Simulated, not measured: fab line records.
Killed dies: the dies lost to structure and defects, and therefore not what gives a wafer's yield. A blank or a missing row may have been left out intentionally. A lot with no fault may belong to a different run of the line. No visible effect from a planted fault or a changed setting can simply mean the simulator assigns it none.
One fault seen from 2 desks	flow sky130	each desk holds nothing but its own numbers, with what lay behind them at the end

THE TOOL OWNER'S DESK: implanter-02
For each lot that ran on this tool, the mean over its sampled wafers that have a number, from the tool's own readings at SKY_VT_ADJUST_NCORE_IMPLANT_09. The brackets show how far a lot's mean lies from the usual mean; more than 4 standard deviations puts the lot out of limits, marked OUT.
Columns: A = dose ions cm2 at SKY_VT_ADJUST_NCORE_IMPLANT_09, usual 2.4001e+12; B = faraday current uA at SKY_VT_ADJUST_NCORE_IMPLANT_09, usual 13.54
lot	first seen here	A	B
L897	day 9 18:59	2.4026e+12	13.69
L898	day 9 21:59	2.4016e+12	13.65
L904	day 11 15:38	4.3397e+12 (+99 or more) OUT	24.42 (+40) OUT
L905	day 12 02:14	4.3405e+12 (+99 or more) OUT	24.86 (+42) OUT
L916	day 15 19:56	2.4016e+12	13.61
This desk's verdict: out of limits on L904, L905, starting with L904 at day 11 15:38 (dose ions cm2 at SKY_VT_ADJUST_NCORE_IMPLANT_09). L897, L898, L916: within limits.

METROLOGY DESK
Lot by lot, what the gauges showed, no matter which tool ran the lot: averages of those sampled wafers that carry a number. The brackets show how far a lot's mean lies from the usual mean; more than 4 standard deviations puts the lot out of limits, marked OUT.
Columns: A = NWELL_00_OVL at SKY_NWELL_OVL_MEAS_10, usual -0.2 nm; B = VT_ADJUST_NCORE_TW at SKY_VT_ADJUST_NCORE_TW_MEAS_11, usual 219.7; C = cd nm at SKY_SONOS_TUNNEL_CD_MEAS_07, usual 410.4 nm
lot	first seen here	A	B	C
L894	day 4 18:58	-0.3	222.0	412.5
L897	day 5 13:56	1.2	218.0	407.7
L898	day 5 16:30	-0.7	218.8	407.8
L899	day 5 22:59	-0.5	217.7	409.0
L903	day 6 22:50	0.7	218.7	409.7
L904	day 7 02:56	-0.3	259.5 (+17) OUT	409.4
L905	day 7 11:59	0.5	257.2 (+16) OUT	412.7
L907	day 8 02:00	0.2	218.8	409.0
L913	day 9 12:17	-0.4	219.0	408.9
L914	day 9 21:15	0.2	223.8	407.0
L915	day 10 02:26	1.4	219.2	410.4
L916	day 10 11:27	-0.5	218.3	412.1
This desk's finding: out of limits on L904, L905; first on L904, day 11 15:52 (VT_ADJUST_NCORE_TW at SKY_VT_ADJUST_NCORE_TW_MEAS_11). L894, L897, L898, L899, L903, L907, L913, L914, L915, L916: within limits.

ALL TOGETHER
An alarm could have come from the tool owner's desk at day 11 15:38, on L904, L905.
At day 11 15:52 the metrology desk could have sounded an alarm, on L904, L905.
The lots listed all ran SKY_VT_ADJUST_NCORE_IMPLANT_09 on implanter-02.

WHAT THE SIMULATOR HAD PUT IN
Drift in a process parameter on implanter-02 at SKY_VT_ADJUST_NCORE_IMPLANT_09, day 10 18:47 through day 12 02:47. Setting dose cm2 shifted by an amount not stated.
Shown lots that were struck: L904, L905.
Counting hours from when the fault started, the first reading out of limits came at 21 for the tool owner's desk and at 21 for the metrology desk.
